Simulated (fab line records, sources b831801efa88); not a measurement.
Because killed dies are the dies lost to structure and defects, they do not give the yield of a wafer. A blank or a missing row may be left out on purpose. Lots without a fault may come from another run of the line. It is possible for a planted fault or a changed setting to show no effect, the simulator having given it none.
fab line records    flow sky130    part 1 of 2: steps 1 to 42 of 43
record: lots: 6  wafers: 18  lastDay: 50
route steps=708 shown VIA2@511 METAL3@532 CAPM@537 PAD_OPEN@708
lots untouched by any fault: they come from a run of this same line in which no faults occurred
startH: hours from the record's opening day to when the first of the lot's shown wafers began    waitH: time in hours since the lot's previous step    " identical to the entry in the row above    L1.1+2: a row that stands for several wafers    - no value, or no start was given    * or withheld: withheld    < > ~ a bound
route shown NAME@n: names a module that has steps shown in the file, with the first one's number in the route    usual: the fault-free wafers' mean and standard deviation    same: alike in all rows    chamber/n: place in a boat    sites: each site's reading    _std_site: the standard deviation of these    _edge_site: inner sites' mean taken away from outer sites' mean    radiusMm: for every site, how far away it sits from the centre of the wafer    mask NAME#n: copy n    behind: tool/chamber where the wafer was last shaped    hold: the reason the lot was held/the length of the hold in hours/how it ended    device: the transistor (n, p or np) that didn't switch    end of line: the route-end tests of the same wafers    where a step has no rows: the recipe by itself    killed: at the first sort, the dies lost to defects and structure; wafer yield is something else    map: shows each die of a wafer: x if killed, . if not, _ if none is there
set.NAME: setting as actually run; set.NAME@STEP: the setting as run at that earlier step    model.NAME: the simulator's own value behind a step, which no gauge read
lots at selected steps of the route; one table per step, one row per wafer
services: when a tool's chamber went out of use (startH, in hours from the record's first day, below 0 if earlier), for how many hours, and the reason
== steps ==
step: SKY_VIA2_DEHYDRATE_04
recipe: tempC: 200  timeS: 60
step: SKY_VIA2_HMDS_05
recipe: primeTimeS: 60  primeTempC: 120
step: SKY_VIA2_COAT_06
recipe: resist: BARC  tempC: withheld  timeS: withheld  spinRpm: 3000  resistThkNm: 60
step: SKY_VIA2_COAT_07
recipe: resist: KrF-thick  spinRpm: 3000  resistThkNm: 450
step: SKY_VIA2_SOFTBAKE_08
recipe: tempC: 100  timeS: 90  resist: KrF-thick
step: SKY_VIA2_EXPOSE_09
recipe: maskId: VIM2  na: 0.8  sourceShape: annular  sigmaInner: 0.55  sigmaOuter: 0.85  targetCdNm: 200  doseMj: 38
step: SKY_VIA2_PEB_10
recipe: pebTempC: withheld  pebTimeS: withheld  resist: KrF-thick
step: SKY_VIA2_DEVELOP_11
recipe: developTimeS: 60  resist: KrF-thick  devTempC: 21
step: SKY_VIA2_CD_MEAS_12
recipe: targetCdNm: 200
usual: cdNm: 200.0/1.5
lot.wafer  tool      chamber  startH  waitH  cdNm
L290.3     cdSem-02  -        862.25  -      199.4
L290.5     "         -        "       "      199.4
L290.6     "         -        "       "      198.5
L294.1     cdSem-01  -        886.26  -      196.9
L294.2     "         -        "       "      198.6
L294.4     "         -        "       "      198.8
L296.1     cdSem-01  -        895.65  -      199.4
L296.2     "         -        "       "      199.1
L296.6     "         -        "       "      199.0
L306.3     cdSem-02  -        991.15  -      200.5
L306.4     "         -        "       "      199.7
L306.5     "         -        "       "      199.7
L308.1     cdSem-01  -        995.50  -      199.6
L308.3     "         -        "       "      199.8
L308.5     "         -        "       "      199.6
L310.1     cdSem-01  -        997.90  -      202.9
L310.4     "         -        "       "      203.5
L310.6     "         -        "       "      202.9
step: SKY_VIA2_OVL_MEAS_13
usual: VIA2_OVL: 1/4.9
lot.wafer  tool        chamber  startH  waitH  VIA2_OVL[nm]
L290.3     overlay-02  -        862.34  0.1    7
L290.5     "           -        "       "      5
L290.6     "           -        "       "      3
L294.1     overlay-02  -        886.38  0.1    -1
L294.2     "           -        "       "      -10
L294.4     "           -        "       "      -2
L296.1     overlay-02  -        895.77  0.1    -8
L296.2     "           -        "       "      -5
L296.6     "           -        "       "      -9
L306.3     overlay-02  -        991.24  0.1    0
L306.4     "           -        "       "      3
L306.5     "           -        "       "      0
L308.1     overlay-02  -        995.62  0.1    0
L308.3     "           -        "       "      1
L308.5     "           -        "       "      -2
L310.1     overlay-01  -        998.02  0.1    3
L310.4     "           -        "       "      0
L310.6     "           -        "       "      -3
step: SKY_VIA2_ETCH_14
recipe: chemistry: N2/H2  target: BARC  ionEnergyEv: 200  sourceW: 500  biasW: 100  pressureMtorr: 30  n2FlowSccm: 100  h2FlowSccm: 200  stopOn: SiO2  timeS: 45.9  targetDepthA: 600
usual: drypumpMotorCurrentA: 5.7/0.31  h2FlowSccm: 199.9/0.58  oesProductAu: 0.854/0.0047  throttleValvePct: 13.225/0.0085
lot.wafer  tool        chamber  startH  waitH  drypumpMotorCurrentA  h2FlowSccm  oesProductAu  rfHoursCounterH  throttleValvePct
L290.3     rieDiel-02  0        862.37  0.0    5.1                   200.8       0.858         4                13.228
L290.5     "           1        "       "      5.7                   199.7       0.854         -                13.214
L290.6     "           2        "       "      5.7                   199.7       0.857         -                13.226
L294.1     rieDiel-04  1        886.42  0.0    5.8                   199.3       0.853         12               13.232
L294.2     "           3        "       "      5.8                   199.7       0.854         22               13.226
L294.4     "           0        "       "      5.5                   199.6       0.846         10               13.237
L296.1     rieDiel-03  2        895.81  0.0    6.3                   200.3       0.852         8                13.211
L296.2     "           1        "       "      5.6                   200.3       0.858         1                13.239
L296.6     "           0        "       "      5.7                   199.8       0.861         -                13.225
L306.3     rieDiel-04  3        991.27  0.0    5.9                   200.6       0.853         25               13.229
L306.4     "           0        "       "      5.5                   199.7       0.857         12               13.241
L306.5     "           0        "       "      5.4                   200.5       0.861         -                13.235
L308.1     rieDiel-04  1        995.66  0.0    5.9                   200.5       0.854         15               13.223
L308.3     "           0        "       "      5.5                   200.0       0.848         13               13.228
L308.5     "           0        "       "      5.5                   199.3       0.854         -                13.237
L310.1     rieDiel-03  0        998.06  0.0    5.6                   199.6       0.855         12               13.232
L310.4     "           2        "       "      6.4                   199.3       0.853         11               13.223
L310.6     "           3        "       "      5.4                   200.8       0.853         -                13.217
step: SKY_VIA2_ETCH_15
recipe: target: SiO2  chemistry: C4F8/O2/Ar  targetDepthNm: 546  stopOn: TiN  maskMaterial: KrF-thick  sourceW: 1500  biasW: 1200  pressureMtorr: 40  c4f8FlowSccm: withheld  O2_flow_sccm: 6  Ar_flow_sccm: 300  timeS: 84
step: SKY_VIA2_STRIP_16
recipe: chemistry: O2/N2  powerW: 1400  pressureMtorr: 1500  platenTempC: withheld  o2FlowSccm: 3000  n2FlowSccm: 300  overashFraction: 0.5
usual: drypumpMotorCurrentA: 5.4/0.41  oesProductAu: 0.400/0.0048  stripTimeToEndpointS: 4.06/0.036
lot.wafer  tool            chamber  startH  waitH  drypumpMotorCurrentA  oesProductAu  rfHoursCounterH  stripTimeToEndpointS
L290.3     plasmaAsher-02  0        862.51  0.1    5.9                   0.406         -                4.09
L290.5     "               1        "       "      5.6                   0.404         -                4.09
L290.6     "               0        "       "      5.9                   0.395         -                4.05
L294.1     plasmaAsher-03  1        886.52  0.0    5.8                   0.399         15               4.13
L294.2     "               0        "       "      4.8                   0.388         15               4.04
L294.4     "               0        "       "      4.8                   0.401         -                4.07
L296.1     plasmaAsher-03  1        895.91  0.0    5.8                   0.406         16               4.10
L296.2     "               0        "       "      4.8                   0.398         16               4.08
L296.6     "               1        "       "      5.8                   0.402         -                4.09
L306.3     plasmaAsher-03  0        991.41  0.1    4.8                   0.400         -                4.07
L306.4     "               1        "       "      5.8                   0.395         -                4.02
L306.5     "               1        "       "      5.9                   0.401         -                4.03
L308.1     plasmaAsher-03  1        995.76  0.0    5.9                   0.401         26               4.07
L308.3     "               1        "       "      5.9                   0.396         -                3.99
L308.5     "               1        "       "      5.9                   0.391         -                3.97
L310.1     plasmaAsher-01  0        998.16  0.0    5.3                   0.399         54               4.08
L310.4     "               0        "       "      5.2                   0.404         -                4.10
L310.6     "               1        "       "      5.3                   0.396         -                4.04
step: SKY_VIA2_STRIP_17
recipe: chemistry: postEtchResidueRemover  timeS: 1200  tempC: 72.5
step: SKY_VIA2_CLEAN_18
recipe: chemistry: IPA  timeS: 180  tempC: 25
step: SKY_VIA2_CLEAN_19
recipe: chemistry: O3/DIW  dry: n2Spin
step: SKY_VIA2_SPUTTER_20
recipe: material: TiN  targetThkNm: 20  chamberPressurePa: 5  powerW: 4000  timeS: 80
usual: throttleValvePct: 30.0/1.4
lot.wafer  tool           chamber  startH  waitH  throttleValvePct
L290.3     pvdSputter-03  -        863.06  0.0    31.7
L290.5     "              -        "       "      31.7
L290.6     "              -        "       "      28.1
L294.1     pvdSputter-03  -        887.12  0.0    29.7
L294.2     "              -        "       "      27.9
L294.4     "              -        "       "      29.6
L296.1     pvdSputter-01  -        896.51  0.0    29.3
L296.2     "              -        "       "      29.5
L296.6     "              -        "       "      32.8
L306.3     pvdSputter-01  -        991.97  0.0    29.7
L306.4     "              -        "       "      28.6
L306.5     "              -        "       "      29.6
L308.1     pvdSputter-03  -        996.40  0.0    30.0
L308.3     "              -        "       "      28.0
L308.5     "              -        "       "      28.0
L310.1     pvdSputter-02  -        998.76  0.0    29.9
L310.4     "              -        "       "      29.4
L310.6     "              -        "       "      30.2
step: SKY_VIA2_CVD_21
recipe: material: W  targetThkNm: 420  timeS: 126.4  tempC: 400  pressureTorr: 40
step: SKY_VIA2_RS_MEAS_22
recipe: thkMeasGauge: four-point-probe  reads: W_of_VIA2_CVD_21+TiN_of_VIA2_SPUTTER_20
usual: VIA2_W_RS: 0.2741/0.0027
lot.wafer  tool          chamber  startH  waitH  VIA2_W_RS[ohm/sq]
L290.3     filmMetro-02  -        863.29  0.1    0.2731
L290.5     "             -        "       "      0.2775
L290.6     "             -        "       "      0.2708
L294.1     filmMetro-03  -        887.31  0.1    0.2725
L294.2     "             -        "       "      0.2811
L294.4     "             -        "       "      0.2763
L296.1     filmMetro-03  -        896.70  0.1    0.2689
L296.2     "             -        "       "      0.2741
L296.6     "             -        "       "      0.2764
L306.3     filmMetro-01  -        992.20  0.1    0.2755
L306.4     "             -        "       "      0.2751
L306.5     "             -        "       "      0.2745
L308.1     filmMetro-02  -        996.60  0.1    0.2731
L308.3     "             -        "       "      0.2713
L308.5     "             -        "       "      0.2747
L310.1     filmMetro-02  -        998.95  0.1    0.2677
L310.4     "             -        "       "      0.2673
L310.6     "             -        "       "      0.2683
step: SKY_VIA2_THK_MEAS_23
recipe: thkMeasGauge: xrf  reads: W_of_VIA2_CVD_21
usual: VIA2_W_THK: 428/10
lot.wafer  tool          chamber  startH  waitH  VIA2_W_THK[nm]
L290.3     filmMetro-02  -        863.39  0.1    433
L290.5     "             -        "       "      428
L290.6     "             -        "       "      440
L294.1     filmMetro-03  -        887.43  0.1    426
L294.2     "             -        "       "      412
L294.4     "             -        "       "      419
L296.1     filmMetro-03  -        896.82  0.1    429
L296.2     "             -        "       "      423
L296.6     "             -        "       "      419
L306.3     filmMetro-01  -        992.30  0.1    417
L306.4     "             -        "       "      421
L306.5     "             -        "       "      419
L308.1     filmMetro-02  -        996.72  0.1    438
L308.3     "             -        "       "      443
L308.5     "             -        "       "      435
L310.1     filmMetro-02  -        999.07  0.1    449
L310.4     "             -        "       "      448
L310.6     "             -        "       "      446
step: SKY_VIA2_CMP_24
recipe: stopOn: SiO2  tOverpolishS: 20  downForcePsi: 3.5  platenRpm: 60  targetThkNm: 0  padVelocityMS: 0.94248
usual: motorCurrentA: 11.0/0.92  overpolishRunS: 20.000/0.0097  timeToEndpointS: 101/5.2
lot.wafer  tool    chamber  startH  waitH  motorCurrentA  overpolishRunS  timeToEndpointS
L290.3     cmp-01  1        863.48  0.1    10.9           20.002          106
L290.6     "       0        "       "      9.8            19.996          109
L290.5     "       1        "       "      10.7           19.999          104
L294.4     cmp-01  0        887.49  0.0    9.7            20.002          107
L294.2     "       1        "       "      11.5           20.001          103
L294.1     "       2        "       "      11.8           20.002          105
L296.1     cmp-02  2        896.98  0.1    9.5            19.974          103
L296.2     "       3        "       "      12.0           20.003          100
L296.6     "       1        "       "      11.4           20.009          105
L306.3     cmp-01  3        992.34  0.0    10.4           20.003          91
L306.4     "       0        "       "      10.4           20.000          109
L306.5     "       0        "       "      10.1           19.996          106
L308.3     cmp-01  1        996.78  0.0    11.1           20.003          103
L308.1     "       3        "       "      11.5           19.995          92
L308.5     "       1        "       "      11.5           19.989          102
L310.4     cmp-02  3        999.14  0.0    13.1           19.998          102
L310.1     "       2        "       "      9.5            19.987          97
L310.6     "       0        "       "      11.6           20.003          100
step: SKY_METAL3_SPUTTER_00
recipe: material: Ti  targetThkNm: 15  powerW: 3000  timeS: 10  chamberPressurePa: 0.4
usual: throttleValvePct: 29.9/1.4
lot.wafer  tool           chamber  startH  waitH  throttleValvePct
L290.3     pvdSputter-01  -        863.73  0.2    28.8
L290.5     "              -        "       "      33.3
L290.6     "              -        "       "      29.9
L294.1     pvdSputter-04  -        887.79  0.1    28.6
L294.2     "              -        "       "      30.6
L294.4     "              -        "       "      30.9
L296.1     pvdSputter-03  -        897.18  0.1    31.6
L296.2     "              -        "       "      29.6
L296.6     "              -        "       "      29.6
L306.3     pvdSputter-03  -        992.64  0.2    27.9
L306.4     "              -        "       "      29.8
L306.5     "              -        "       "      27.8
L308.1     pvdSputter-03  -        997.08  0.1    29.9
L308.3     "              -        "       "      29.6
L308.5     "              -        "       "      29.8
L310.1     pvdSputter-03  -        999.44  0.1    27.8
L310.4     "              -        "       "      29.5
L310.6     "              -        "       "      29.7
step: SKY_METAL3_SPUTTER_01
recipe: material: TiN  targetThkNm: 20  powerW: 6500  timeS: 16.7  chamberPressurePa: 0.4
usual: throttleValvePct: 29.8/1.4
lot.wafer  tool           chamber  startH  waitH  throttleValvePct
L290.3     pvdSputter-01  -        863.76  0.0    28.8
L290.5     "              -        "       "      33.1
L290.6     "              -        "       "      29.9
L294.1     pvdSputter-04  -        887.81  0.0    28.4
L294.2     "              -        "       "      31.1
L294.4     "              -        "       "      30.9
L296.1     pvdSputter-03  -        897.20  0.0    31.7
L296.2     "              -        "       "      29.5
L296.6     "              -        "       "      29.9
L306.3     pvdSputter-03  -        992.66  0.0    28.0
L306.4     "              -        "       "      29.7
L306.5     "              -        "       "      28.0
L308.1     pvdSputter-03  -        997.10  0.0    29.6
L308.3     "              -        "       "      29.5
L308.5     "              -        "       "      29.8
L310.1     pvdSputter-03  -        999.47  0.0    28.2
L310.4     "              -        "       "      29.6
L310.6     "              -        "       "      29.8
step: SKY_METAL3_SPUTTER_02
recipe: material: AlCu  targetThkNm: 735  powerW: 10600  timeS: 39.1  chamberPressurePa: 0.4
step: SKY_METAL3_SPUTTER_03
recipe: material: Ti  targetThkNm: 5  powerW: 3000  timeS: 3.3  chamberPressurePa: 0.4
step: SKY_METAL3_SPUTTER_04
recipe: material: TiN  targetThkNm: 70  powerW: 6500  timeS: 58.3  chamberPressurePa: 0.4
step: SKY_CAPM_CVD_00
recipe: material: SiO2  targetThkNm: 15.5  tempC: 400  timeS: withheld  rfW: 450
step: SKY_CAPM_THK_MEAS_01
recipe: reads: SiO2_of_CAPM_CVD_00
usual: CAPM_CVD_00_THK: 15.41/0.3
lot.wafer  tool          chamber  startH  waitH  CAPM_CVD_00_THK[nm]
L290.3     filmMetro-02  -        863.93  -      15.40
L290.5     "             -        "       "      15.71
L290.6     "             -        "       "      15.72
L294.1     filmMetro-02  -        887.97  -      15.31
L294.2     "             -        "       "      15.39
L294.4     "             -        "       "      15.21
L296.1     filmMetro-02  -        897.36  -      15.48
L296.2     "             -        "       "      15.51
L296.6     "             -        "       "      15.44
L306.3     filmMetro-01  -        992.84  -      15.05
L306.4     "             -        "       "      15.43
L306.5     "             -        "       "      15.30
L308.1     filmMetro-01  -        997.25  -      15.87
L308.3     "             -        "       "      15.52
L308.5     "             -        "       "      15.48
L310.1     filmMetro-02  -        999.62  -      15.42
L310.4     "             -        "       "      15.25
L310.6     "             -        "       "      15.75
step: SKY_CAPM_SPUTTER_02
recipe: material: TiN  targetThkNm: 200  tempC: 300  powerW: 6500  timeS: 166.7  chamberPressurePa: 0.4
step: SKY_CAPM_RS_MEAS_03
recipe: thkMeasGauge: four-point-probe  reads: TiN_of_CAPM_SPUTTER_02
usual: CAPM_TIN_RS: 6.94/0.091
lot.wafer  tool          chamber  startH  waitH  CAPM_TIN_RS[ohm/sq]
L290.3     filmMetro-04  -        864.12  0.1    6.85
L290.5     "             -        "       "      7.02
L290.6     "             -        "       "      6.96
L294.1     filmMetro-04  -        888.14  0.1    6.89
L294.2     "             -        "       "      6.89
L294.4     "             -        "       "      6.88
L296.1     filmMetro-04  -        897.58  0.1    6.97
L296.2     "             -        "       "      6.98
L296.6     "             -        "       "      6.86
L306.3     filmMetro-04  -        993.03  0.1    6.93
L306.4     "             -        "       "      6.78
L306.5     "             -        "       "      6.79
L308.1     filmMetro-02  -        997.42  0.1    6.86
L308.3     "             -        "       "      6.92
L308.5     "             -        "       "      6.99
L310.1     filmMetro-02  -        999.79  0.1    7.08
L310.4     "             -        "       "      7.06
L310.6     "             -        "       "      7.11
step: SKY_CAPM_THK_MEAS_04
recipe: thkMeasGauge: xrf  reads: TiN_of_CAPM_SPUTTER_02
usual: CAPM_TIN_THK: 199.9/2.9
lot.wafer  tool          chamber  startH  waitH  CAPM_TIN_THK[nm]
L290.3     filmMetro-04  -        864.22  0.1    201.8
L290.5     "             -        "       "      197.4
L290.6     "             -        "       "      199.7
L294.1     filmMetro-04  -        888.26  0.1    202.5
L294.2     "             -        "       "      201.8
L294.4     "             -        "       "      202.7
L296.1     filmMetro-04  -        897.70  0.1    199.7
L296.2     "             -        "       "      198.8
L296.6     "             -        "       "      203.4
L306.3     filmMetro-04  -        993.13  0.1    200.6
L306.4     "             -        "       "      204.5
L306.5     "             -        "       "      204.5
L308.1     filmMetro-02  -        997.54  0.1    200.8
L308.3     "             -        "       "      198.7
L308.5     "             -        "       "      197.3
L310.1     filmMetro-02  -        999.91  0.1    194.9
L310.4     "             -        "       "      195.7
L310.6     "             -        "       "      194.1
step: SKY_CAPM_DEHYDRATE_05
recipe: tempC: 200  timeS: 60
step: SKY_CAPM_HMDS_06
recipe: primeTimeS: 60  primeTempC: 120
step: SKY_CAPM_COAT_07
recipe: resist: NOVOLAK  spinRpm: 3000  resistThkNm: 1140
step: SKY_CAPM_SOFTBAKE_08
recipe: tempC: 90  timeS: 60  resist: NOVOLAK
step: SKY_CAPM_EXPOSE_09
recipe: maskId: CAPM  na: 0.6  sourceShape: conventional  sigmaOuter: 0.6  polarization: unpolarized  targetCdNm: 1000  doseMj: 159
step: SKY_CAPM_PEB_10
recipe: tempC: withheld  timeS: *  resist: NOVOLAK
step: SKY_CAPM_DEVELOP_11
recipe: resist: NOVOLAK  developer: TMAH  developTimeS: 60  devTempC: 23
step: SKY_CAPM_OVL_MEAS_12
usual: CAPM_OVL: -0.6/1.5
lot.wafer  tool        chamber  startH   waitH  CAPM_OVL[nm]
L290.3     overlay-02  -        888.02   0.1    -0.6
L290.5     "           -        "        "      -0.1
L290.6     "           -        "        "      1.2
L294.1     overlay-02  -        910.81   0.1    -0.3
L294.2     "           -        "        "      0.4
L294.4     "           -        "        "      -0.8
L296.1     overlay-02  -        922.61   0.1    -1.1
L296.2     "           -        "        "      -0.5
L296.6     "           -        "        "      -0.6
L306.3     overlay-01  -        1015.62  0.1    -0.4
L306.4     "           -        "        "      0.7
L306.5     "           -        "        "      0.9
L308.1     overlay-01  -        1019.16  0.1    -4.1
L308.3     "           -        "        "      -2.0
L308.5     "           -        "        "      -3.2
L310.1     overlay-02  -        1022.46  0.1    0.0
L310.4     "           -        "        "      0.2
L310.6     "           -        "        "      1.0
step: SKY_CAPM_METAL_ETCH_13
recipe: targetDepthNm: 220  stopOn: SiO2  chemistry: Cl2/BCl3  target: TiN  pressureMtorr: 10  icpW: 900  biasW: 48.5  Cl2_flow_sccm: 60  bcl3FlowSccm: 30  timeS: 62.9
step: SKY_CAPM_STRIP_14
recipe: chemistry: O2/N2  powerW: 1400  pressureMtorr: 1500  platenTempC: withheld  o2FlowSccm: 3000  n2FlowSccm: 300  overashFraction: 0.5
step: SKY_CAPM_STRIP_15
recipe: chemistry: postEtchResidueRemover  timeS: 1200  tempC: 72.5
